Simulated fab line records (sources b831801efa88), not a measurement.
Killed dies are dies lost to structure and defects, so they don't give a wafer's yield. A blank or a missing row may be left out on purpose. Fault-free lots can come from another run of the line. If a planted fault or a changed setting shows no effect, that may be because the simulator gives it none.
fab line records + flow sky130
record:
- lots: 13
- wafers: 39
- lastDay: 50
route steps=708 shown VT_ADJUST_LVTN@117 VT_ADJUST_HVTR@141 SONOS_TUNNEL@162 GATE_OXIDE@188
lots untouched by any fault: they come from a run of this same line in which no faults occurred
startH: hours from the record's opening day to when the first of the lot's shown wafers began + waitH: hours since the lot's step before + " repeats the value in the row above + L1.1+2: several wafers, shown together as one row + - no value, or no start given + * or withheld: withheld + < > ~ a bound
route shown NAME@n: NAME is a module with steps in the file, n the number in the route of the first one + usual: average and standard deviation across the fault-free wafers + same: alike in all rows + chamber/n: place in a boat + sites: the reading at each site + _std_site: the standard deviation of these + _edge_site: the outer-site mean with the inner-site mean subtracted + radiusMm: how far each site lies from the wafer's centre + mask NAME#n: copy n + behind: tool/chamber where the wafer was last shaped + hold: why the lot went on hold/how many hours it stayed there/how the hold came to an end + device: transistor that didn't switch, given as n, p or np + end of line: the route-end tests of the same wafers + a step without rows: its recipe alone + killed: dies that structure and defects cost at the first sort, which is not the same as the wafer's yield + map: shows each die of a wafer: x if killed, . if not, _ if none is there
set.NAME: setting as actually run; set.NAME@STEP: the setting as run at that earlier step + model.NAME: the simulator's own value behind a step, which no gauge read
the route's steps for a sample of lots (tables are steps, rows are wafers)
services: when a tool's chamber went out of use (startH, in hours from the record's first day, below 0 if earlier), for how many hours, and the reason
== steps ==
step: SKY_VT_ADJUST_LVTN_STRIP_20
recipe:
- chemistry: O2/N2
- powerW: 1400
- pressureMtorr: 1500
- platenTempC: withheld
- o2FlowSccm: 3000
- n2FlowSccm: 300
- overashFraction: 0.5
usual:
- drypumpMotorCurrentA: 5.65/0.22
- o2FlowSccm: 3000/11
- oesProductAu: 0.716/0.0043
- stripTimeToEndpointS: 14.18/0.039
| lot.wafer | tool           | chamber | startH | waitH | drypumpMotorCurrentA | o2FlowSccm | oesProductAu | rfHoursCounterH | stripTimeToEndpointS |
|-----------|----------------|---------|--------|-------|----------------------|------------|--------------|-----------------|----------------------|
| L354.3    | plasmaAsher-02 | 1       | 160.65 | 0.1   | 5.72                 | 3013       | 0.716        | -               | 14.08                |
| L354.5    | "              | 1       | "      | "     | 5.73                 | 3013       | 0.714        | -               | 14.14                |
| L354.6    | "              | 0       | "      | "     | 5.91                 | 2999       | 0.714        | -               | 14.13                |
| L356.2    | plasmaAsher-03 | 0       | 175.56 | 0.1   | 5.35                 | 2991       | 0.715        | 48              | 14.20                |
| L356.4    | "              | 0       | "      | "     | 5.37                 | 3002       | 0.714        | -               | 14.20                |
| L356.5    | "              | 0       | "      | "     | 5.36                 | 2987       | 0.719        | -               | 14.17                |
| L360.1    | plasmaAsher-03 | 1       | 218.91 | 0.1   | 5.86                 | 2992       | 0.711        | 52              | 14.19                |
| L360.2    | "              | 0       | "      | "     | 5.41                 | 2991       | 0.701        | 52              | 14.20                |
| L360.3    | "              | 1       | "      | "     | 5.87                 | 3001       | 0.718        | -               | 14.22                |
| L359.2    | plasmaAsher-04 | 0       | 220.21 | 0.1   | 5.70                 | 3002       | 0.716        | 9               | 14.21                |
| L359.4    | "              | 1       | "      | "     | 5.31                 | 2994       | 0.713        | -               | 14.25                |
| L359.6    | "              | 0       | "      | "     | 5.70                 | 3009       | 0.710        | -               | 14.26                |
| L361.3    | plasmaAsher-03 | 0       | 227.60 | 0.1   | 5.35                 | 2990       | 0.716        | -               | 14.16                |
| L361.5    | "              | 0       | "      | "     | 5.39                 | 3007       | 0.717        | -               | 14.20                |
| L361.6    | "              | 1       | "      | "     | 5.83                 | 3000       | 0.714        | -               | 14.23                |
| L362.2    | plasmaAsher-02 | 0       | 228.22 | 0.1   | 5.89                 | 3008       | 0.725        | 50              | 14.14                |
| L362.3    | "              | 0       | "      | "     | 5.92                 | 2994       | 0.714        | -               | 14.18                |
| L362.6    | "              | 0       | "      | "     | 5.89                 | 3017       | 0.713        | -               | 14.16                |
| L363.2    | plasmaAsher-03 | 0       | 229.87 | 0.1   | 5.46                 | 3010       | 0.710        | 53              | 14.20                |
| L363.3    | "              | 0       | "      | "     | 5.42                 | 3008       | 0.718        | -               | 14.21                |
| L363.6    | "              | 0       | "      | "     | 5.41                 | 3014       | 0.715        | -               | 14.19                |
| L366.1    | plasmaAsher-04 | 1       | 254.26 | 0.1   | 5.34                 | 3016       | 0.715        | 13              | 14.18                |
| L366.3    | "              | 1       | "      | "     | 5.33                 | 2994       | 0.715        | -               | 14.14                |
| L366.4    | "              | 0       | "      | "     | 5.71                 | 3000       | 0.722        | -               | 14.19                |
| L368.3    | plasmaAsher-04 | 0       | 265.25 | 0.1   | 5.70                 | 3011       | 0.708        | -               | 14.15                |
| L368.5    | "              | 0       | "      | "     | 5.70                 | 2993       | 0.709        | -               | 14.16                |
| L368.6    | "              | 1       | "      | "     | 5.29                 | 3019       | 0.711        | -               | 14.18                |
| L373.1    | plasmaAsher-04 | 1       | 297.17 | 0.1   | 5.30                 | 2989       | 0.711        | 17              | 14.17                |
| L373.2    | "              | 0       | "      | "     | 5.70                 | 2995       | 0.719        | 17              | 14.16                |
| L373.6    | "              | 1       | "      | "     | 5.31                 | 2993       | 0.709        | -               | 14.16                |
| L375.4    | plasmaAsher-03 | 1       | 317.80 | 0.1   | 5.84                 | 2992       | 0.707        | -               | 14.21                |
| L375.5    | "              | 1       | "      | "     | 5.78                 | 2997       | 0.722        | -               | 14.22                |
| L375.6    | "              | 0       | "      | "     | 5.39                 | 2994       | 0.717        | -               | 14.23                |
| L376.1    | plasmaAsher-04 | 1       | 322.12 | 0.1   | 5.33                 | 2984       | 0.718        | 20              | 14.22                |
| L376.2    | "              | 0       | "      | "     | 5.71                 | 2974       | 0.719        | 20              | 14.16                |
| L376.4    | "              | 0       | "      | "     | 5.70                 | 2979       | 0.722        | -               | 14.24                |
| L377.4    | plasmaAsher-02 | 0       | 324.05 | 0.1   | 5.91                 | 2996       | 0.719        | -               | 14.13                |
| L377.5    | "              | 1       | "      | "     | 5.73                 | 3007       | 0.715        | -               | 14.14                |
| L377.6    | "              | 0       | "      | "     | 5.91                 | 2973       | 0.710        | -               | 14.11                |
step: SKY_VT_ADJUST_HVTR_STRIP_10
recipe:
- chemistry: O2/N2
- powerW: 1400
- pressureMtorr: 1500
- platenTempC: withheld
- o2FlowSccm: 3000
- n2FlowSccm: 300
- overashFraction: 0.5
usual:
- drypumpMotorCurrentA: 5.79/0.21
- o2FlowSccm: 3000/8.7
- oesProductAu: 0.716/0.0051
- stripTimeToEndpointS: 14.17/0.044
| lot.wafer | tool           | chamber | startH | waitH | drypumpMotorCurrentA | o2FlowSccm | oesProductAu | rfHoursCounterH | stripTimeToEndpointS |
|-----------|----------------|---------|--------|-------|----------------------|------------|--------------|-----------------|----------------------|
| L354.3    | plasmaAsher-02 | 1       | 204.49 | 0.1   | 5.75                 | 2990       | 0.716        | -               | 14.18                |
| L354.5    | "              | 0       | "      | "     | 5.91                 | 2989       | 0.714        | -               | 14.14                |
| L354.6    | "              | 1       | "      | "     | 5.74                 | 3005       | 0.718        | -               | 14.13                |
| L356.2    | plasmaAsher-02 | 1       | 220.04 | 0.1   | 5.71                 | 3009       | 0.718        | 49              | 14.14                |
| L356.4    | "              | 1       | "      | "     | 5.72                 | 3014       | 0.724        | -               | 14.20                |
| L356.5    | "              | 0       | "      | "     | 5.91                 | 2998       | 0.725        | -               | 14.20                |
| L360.1    | plasmaAsher-02 | 1       | 267.24 | 0.1   | 5.72                 | 3000       | 0.716        | 55              | 14.18                |
| L360.2    | "              | 0       | "      | "     | 5.89                 | 2977       | 0.711        | 55              | 14.17                |
| L360.3    | "              | 1       | "      | "     | 5.72                 | 3009       | 0.706        | -               | 14.16                |
| L359.2    | plasmaAsher-02 | 0       | 268.23 | 0.1   | 5.89                 | 3001       | 0.721        | 55              | 14.13                |
| L359.4    | "              | 1       | "      | "     | 5.72                 | 3007       | 0.716        | -               | 14.17                |
| L359.6    | "              | 0       | "      | "     | 5.89                 | 3003       | 0.705        | -               | 14.16                |
| L361.3    | plasmaAsher-02 | 0       | 276.56 | 0.1   | 5.91                 | 3000       | 0.714        | -               | 14.14                |
| L361.5    | "              | 1       | "      | "     | 5.74                 | 2998       | 0.723        | -               | 14.15                |
| L361.6    | "              | 0       | "      | "     | 5.89                 | 3001       | 0.713        | -               | 14.16                |
| L362.2    | plasmaAsher-02 | 0       | 277.48 | 0.1   | 5.90                 | 3006       | 0.709        | 56              | 14.15                |
| L362.3    | "              | 1       | "      | "     | 5.73                 | 2996       | 0.713        | -               | 14.21                |
| L362.6    | "              | 1       | "      | "     | 5.75                 | 3000       | 0.718        | -               | 14.17                |
| L363.2    | plasmaAsher-02 | 0       | 279.98 | 0.1   | 5.92                 | 2997       | 0.714        | 57              | 14.19                |
| L363.3    | "              | 1       | "      | "     | 5.73                 | 2993       | 0.713        | -               | 14.18                |
| L363.6    | "              | 0       | "      | "     | 5.89                 | 3006       | 0.718        | -               | 14.16                |
| L366.1    | plasmaAsher-03 | 0       | 307.43 | 0.1   | 5.39                 | 2981       | 0.716        | 62              | 14.13                |
| L366.3    | "              | 0       | "      | "     | 5.43                 | 2993       | 0.716        | -               | 14.15                |
| L366.4    | "              | 1       | "      | "     | 5.84                 | 3007       | 0.721        | -               | 14.16                |
| L368.3    | plasmaAsher-02 | 1       | 318.21 | 0.1   | 5.73                 | 3020       | 0.710        | -               | 14.10                |
| L368.5    | "              | 1       | "      | "     | 5.75                 | 2989       | 0.717        | -               | 14.08                |
| L368.6    | "              | 0       | "      | "     | 5.90                 | 2987       | 0.715        | -               | 14.12                |
| L373.1    | plasmaAsher-02 | 0       | 349.73 | 0.1   | 5.90                 | 3002       | 0.716        | 64              | 14.21                |
| L373.2    | "              | 1       | "      | "     | 5.71                 | 2988       | 0.722        | 64              | 14.23                |
| L373.6    | "              | 0       | "      | "     | 5.89                 | 2998       | 0.715        | -               | 14.17                |
| L375.4    | plasmaAsher-03 | 1       | 372.27 | 0.1   | 5.84                 | 3001       | 0.722        | -               | 14.17                |
| L375.5    | "              | 1       | "      | "     | 5.82                 | 2987       | 0.719        | -               | 14.20                |
| L375.6    | "              | 0       | "      | "     | 5.37                 | 3010       | 0.721        | -               | 14.16                |
| L376.1    | plasmaAsher-02 | 1       | 376.98 | 0.1   | 5.74                 | 2999       | 0.718        | 67              | 14.21                |
| L376.2    | "              | 0       | "      | "     | 5.92                 | 3003       | 0.714        | 67              | 14.15                |
| L376.4    | "              | 1       | "      | "     | 5.74                 | 3003       | 0.712        | -               | 14.16                |
| L377.4    | plasmaAsher-02 | 1       | 379.86 | 0.1   | 5.73                 | 3008       | 0.710        | -               | 14.10                |
| L377.5    | "              | 1       | "      | "     | 5.73                 | 3009       | 0.720        | -               | 14.08                |
| L377.6    | "              | 0       | "      | "     | 5.91                 | 3014       | 0.718        | -               | 14.11                |
step: SKY_SONOS_TUNNEL_OVL_MEAS_08
usual:
- SONOS_TUNNEL_OVL: 0.1/1.5
| lot.wafer | tool       | chamber | startH | waitH | SONOS_TUNNEL_OVL[nm] |
|-----------|------------|---------|--------|-------|----------------------|
| L354.3    | overlay-02 | -       | 250.37 | 0.1   | -1.1                 |
| L354.5    | "          | -       | "      | "     | 0.4                  |
| L354.6    | "          | -       | "      | "     | 1.4                  |
| L356.2    | overlay-02 | -       | 267.50 | 0.1   | -0.3                 |
| L356.4    | "          | -       | "      | "     | 0.5                  |
| L356.5    | "          | -       | "      | "     | 0.9                  |
| L360.1    | overlay-02 | -       | 320.45 | 0.1   | 1.2                  |
| L360.2    | "          | -       | "      | "     | 1.7                  |
| L360.3    | "          | -       | "      | "     | 1.6                  |
| L359.2    | overlay-02 | -       | 321.76 | 0.1   | -0.7                 |
| L359.4    | "          | -       | "      | "     | 0.3                  |
| L359.6    | "          | -       | "      | "     | 0.1                  |
| L361.3    | overlay-02 | -       | 329.77 | 0.1   | 1.8                  |
| L361.5    | "          | -       | "      | "     | 0.1                  |
| L361.6    | "          | -       | "      | "     | 3.1                  |
| L362.2    | overlay-02 | -       | 330.71 | 0.1   | 0.9                  |
| L362.3    | "          | -       | "      | "     | -0.2                 |
| L362.6    | "          | -       | "      | "     | 0.7                  |
| L363.2    | overlay-01 | -       | 333.27 | 0.1   | -0.4                 |
| L363.3    | "          | -       | "      | "     | -1.1                 |
| L363.6    | "          | -       | "      | "     | -0.3                 |
| L366.1    | overlay-02 | -       | 361.20 | 0.1   | 1.9                  |
| L366.3    | "          | -       | "      | "     | 2.2                  |
| L366.4    | "          | -       | "      | "     | 0.5                  |
| L368.3    | overlay-02 | -       | 372.56 | 0.1   | 0.4                  |
| L368.5    | "          | -       | "      | "     | 0.7                  |
| L368.6    | "          | -       | "      | "     | 0.2                  |
| L373.1    | overlay-01 | -       | 406.60 | 0.1   | -0.6                 |
| L373.2    | "          | -       | "      | "     | -0.9                 |
| L373.6    | "          | -       | "      | "     | -0.1                 |
| L375.4    | overlay-02 | -       | 431.12 | 0.1   | -1.0                 |
| L375.5    | "          | -       | "      | "     | -1.1                 |
| L375.6    | "          | -       | "      | "     | 0.6                  |
| L376.1    | overlay-01 | -       | 436.35 | 0.1   | 0.2                  |
| L376.2    | "          | -       | "      | "     | 0.4                  |
| L376.4    | "          | -       | "      | "     | 1.1                  |
| L377.4    | overlay-02 | -       | 438.77 | 0.1   | 0.9                  |
| L377.5    | "          | -       | "      | "     | 2.8                  |
| L377.6    | "          | -       | "      | "     | 2.3                  |
step: SKY_GATE_OXIDE_OXIDATION_01
recipe:
- tempC: 900
- ambient: O2
- stabiliseS: 600
- purgeS: 300
- targetThkA: 102.68
- oxTimeS: 1473
usual:
- oxTempCMax: 904.6/0.91
- oxTimeS: 1473/0
| lot.wafer | tool       | chamber | startH | waitH | oxTempCMax | oxTimeS |
|-----------|------------|---------|--------|-------|------------|---------|
| L354.3    | furnace-02 | 0       | 282.79 | 1.3   | 904.2      | 1473    |
| L354.5    | "          | 0       | "      | "     | 904.2      | 1473    |
| L354.6    | "          | 0       | "      | "     | 904.7      | 1473    |
| L356.2    | furnace-01 | 0       | 301.17 | 1.8   | 904.3      | 1473    |
| L356.4    | "          | 0       | "      | "     | 905.7      | 1473    |
| L356.5    | "          | 0       | "      | "     | 905.8      | 1473    |
| L360.1    | furnace-01 | 0       | 352.74 | 0.0   | 905.9      | 1473    |
| L360.2    | "          | 0       | "      | "     | 904.2      | 1473    |
| L360.3    | "          | 0       | "      | "     | 905.0      | 1473    |
| L359.2    | furnace-01 | 0       | 354.15 | 0.9   | 905.1      | 1473    |
| L359.4    | "          | 0       | "      | "     | 904.4      | 1473    |
| L359.6    | "          | 0       | "      | "     | 904.4      | 1473    |
| L361.3    | furnace-01 | 0       | 370.55 | 4.0   | 905.0      | 1767.6  |
| L361.5    | "          | 0       | "      | "     | 904.6      | 1767.6  |
| L361.6    | "          | 0       | "      | "     | 903.5      | 1767.6  |
| L362.2    | furnace-01 | 0       | 370.55 | 3.9   | 904.0      | 1767.6  |
| L362.3    | "          | 0       | "      | "     | 903.6      | 1767.6  |
| L362.6    | "          | 0       | "      | "     | 904.3      | 1767.6  |
| L363.2    | furnace-01 | 0       | 370.55 | 1.8   | 903.8      | 1767.6  |
| L363.3    | "          | 0       | "      | "     | 906.1      | 1767.6  |
| L363.6    | "          | 0       | "      | "     | 904.1      | 1767.6  |
| L366.1    | furnace-02 | 0       | 398.90 | 1.7   | 904.0      | 1473    |
| L366.3    | "          | 0       | "      | "     | 903.6      | 1473    |
| L366.4    | "          | 0       | "      | "     | 904.6      | 1473    |
| L368.3    | furnace-02 | 0       | 414.94 | 1.2   | 904.3      | 1473    |
| L368.5    | "          | 0       | "      | "     | 904.3      | 1473    |
| L368.6    | "          | 0       | "      | "     | 905.6      | 1473    |
| L373.1    | furnace-02 | 0       | 441.92 | 0.0   | 905.2      | 1473    |
| L373.2    | "          | 0       | "      | "     | 905.6      | 1473    |
| L373.6    | "          | 0       | "      | "     | 905.6      | 1473    |
| L375.4    | furnace-01 | 0       | 467.94 | 0.3   | 904.7      | 1473    |
| L375.5    | "          | 0       | "      | "     | 904.5      | 1473    |
| L375.6    | "          | 0       | "      | "     | 903.9      | 1473    |
| L376.1    | furnace-01 | 0       | 472.65 | 0.0   | 903.8      | 1473    |
| L376.2    | "          | 0       | "      | "     | 904.4      | 1473    |
| L376.4    | "          | 0       | "      | "     | 903.8      | 1473    |
| L377.4    | furnace-01 | 0       | 474.34 | 0.0   | 906.5      | 1473    |
| L377.5    | "          | 0       | "      | "     | 905.1      | 1473    |
| L377.6    | "          | 0       | "      | "     | 905.3      | 1473    |
step: SKY_GATE_OXIDE_THK_MEAS_02
recipe:
- reads: SiO2_of_GATE_OXIDE_OXIDATION_01
usual:
- GATE_OXIDE_OXIDATION_00_THK: 10.23/0.2
| lot.wafer | tool         | chamber | startH | waitH | GATE_OXIDE_OXIDATION_00_THK[nm] |
|-----------|--------------|---------|--------|-------|---------------------------------|
| L354.3    | filmMetro-03 | -       | 284.22 | 0.0   | 9.84                            |
| L354.5    | "            | -       | "      | "     | 9.87                            |
| L354.6    | "            | -       | "      | "     | 9.93                            |
| L356.2    | filmMetro-02 | -       | 302.59 | 0.0   | 10.19                           |
| L356.4    | "            | -       | "      | "     | 10.00                           |
| L356.5    | "            | -       | "      | "     | 10.32                           |
| L360.1    | filmMetro-01 | -       | 354.15 | 0.0   | 10.17                           |
| L360.2    | "            | -       | "      | "     | 10.22                           |
| L360.3    | "            | -       | "      | "     | 10.14                           |
| L359.2    | filmMetro-01 | -       | 355.57 | 0.0   | 10.22                           |
| L359.4    | "            | -       | "      | "     | 10.30                           |
| L359.6    | "            | -       | "      | "     | 10.23                           |
| L362.2    | filmMetro-03 | -       | 371.97 | 0.0   | 11.34                           |
| L362.3    | "            | -       | "      | "     | 11.17                           |
| L362.6    | "            | -       | "      | "     | 11.22                           |
| L361.3    | filmMetro-01 | -       | 371.98 | 0.0   | 11.73                           |
| L361.5    | "            | -       | "      | "     | 11.49                           |
| L361.6    | "            | -       | "      | "     | 11.80                           |
| L363.2    | filmMetro-01 | -       | 372.03 | 0.1   | 11.74                           |
| L363.3    | "            | -       | "      | "     | 11.70                           |
| L363.6    | "            | -       | "      | "     | 11.88                           |
| L366.1    | filmMetro-01 | -       | 400.31 | 0.0   | 10.09                           |
| L366.3    | "            | -       | "      | "     | 10.07                           |
| L366.4    | "            | -       | "      | "     | 10.12                           |
| L368.3    | filmMetro-01 | -       | 416.37 | 0.0   | 10.22                           |
| L368.5    | "            | -       | "      | "     | 10.11                           |
| L368.6    | "            | -       | "      | "     | 10.22                           |
| L373.1    | filmMetro-03 | -       | 443.33 | 0.0   | 10.17                           |
| L373.2    | "            | -       | "      | "     | 10.22                           |
| L373.6    | "            | -       | "      | "     | 10.14                           |
| L375.4    | filmMetro-03 | -       | 469.38 | 0.0   | 9.95                            |
| L375.5    | "            | -       | "      | "     | 10.01                           |
| L375.6    | "            | -       | "      | "     | 9.91                            |
| L376.1    | filmMetro-01 | -       | 474.05 | 0.0   | 10.25                           |
| L376.2    | "            | -       | "      | "     | 10.51                           |
| L376.4    | "            | -       | "      | "     | 10.43                           |
| L377.4    | filmMetro-02 | -       | 475.78 | 0.0   | 10.29                           |
| L377.5    | "            | -       | "      | "     | 10.31                           |
| L377.6    | "            | -       | "      | "     | 10.15                           |
== services ==
| tool           | chamber | startH | hours | kind      |
|----------------|---------|--------|-------|-----------|
| plasmaAsher-04 | -       | 184.22 | 1.3   | repair    |
| furnace-01     | -       | 186.93 | 3.4   | pm        |
| plasmaAsher-04 | -       | 207.64 | 2.8   | pm        |
| plasmaAsher-03 | -       | 214.92 | 2.8   | pm        |
| furnace-01     | -       | 224.93 | 4.2   | repair    |
| furnace-01     | -       | 234.79 | 9.1   | pm        |
| plasmaAsher-03 | -       | 244.61 | 1.2   | repair    |
| plasmaAsher-04 | -       | 260.87 | 4.3   | pm        |
| plasmaAsher-03 | -       | 276.84 | 5.9   | pm        |
| furnace-01     | -       | 288.12 | 1.7   | pm        |
| furnace-02     | -       | 310.45 | 3.1   | pm        |
| plasmaAsher-04 | -       | 326.17 | 12.9  | pm        |
| furnace-01     | -       | 355.56 | 2.6   | pm        |
| furnace-02     | -       | 359.44 | 18.8  | repair    |
| furnace-01     | -       | 381.77 | 3.9   | pm        |
| plasmaAsher-02 | -       | 396.30 | 31.3  | pm        |
| furnace-01     | -       | 396.63 | 3.9   | repair    |
| plasmaAsher-03 | -       | 421.25 | 9.0   | pm        |
| plasmaAsher-03 | 0       | 421.25 | 9.0   | ventCycle |
| plasmaAsher-03 | 1       | 421.25 | 9.0   | ventCycle |
| plasmaAsher-04 | -       | 427.30 | 2.5   | repair    |
| plasmaAsher-03 | 0       | 430.25 | -     | clean     |
| plasmaAsher-02 | -       | 460.99 | 2.3   | repair    |
| furnace-02     | -       | 461.38 | 1.4   | repair    |
== key ==
firstSign:
- step: SKY_GATE_OXIDE_OXIDATION_01
- reading: oxTimeS
- direction: up
- sigmas: 99+
- usual: *
- struck: *
effect:
- step: SKY_GATE_OXIDE_THK_MEAS_02
- reading: GATE_OXIDE_OXIDATION_00_THK
- direction: up
- sigmas: 6.5
- usual: 10.23
- struck: 11.56
metAt SKY_GATE_OXIDE_OXIDATION_01
struckLots L361,L362,L363
rowsEnd L362.2,L362.3,L362.6,L363.2,L363.3,L363.6
testerLeftOut L361
notActingAt SKY_VT_ADJUST_LVTN_STRIP_20,SKY_VT_ADJUST_HVTR_STRIP_10,SKY_SONOS_TUNNEL_OVL_MEAS_08
onsetBetween 354.15 370.55
fault:
- kind: processParameterDrift
- tool: furnace-01
- chamber: -
- onsetH: 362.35
- steps: SKY_GATE_OXIDE_OXIDATION_01
- channel: oxTimeS
- offset: *
- shape: step
- endH: 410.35
- actsIn: *
- stated: *
testerLeftOut: of these lots the tester's yield and bins aren't shown, on N5 and GAA mostly nor the transistor test; their killed dies are dies lost to structure and defects alone, not to doping, threshold or leakage, so they don't give the yield
rowsEnd: these wafers met a further fault down the route, and their rows from its step on are left out
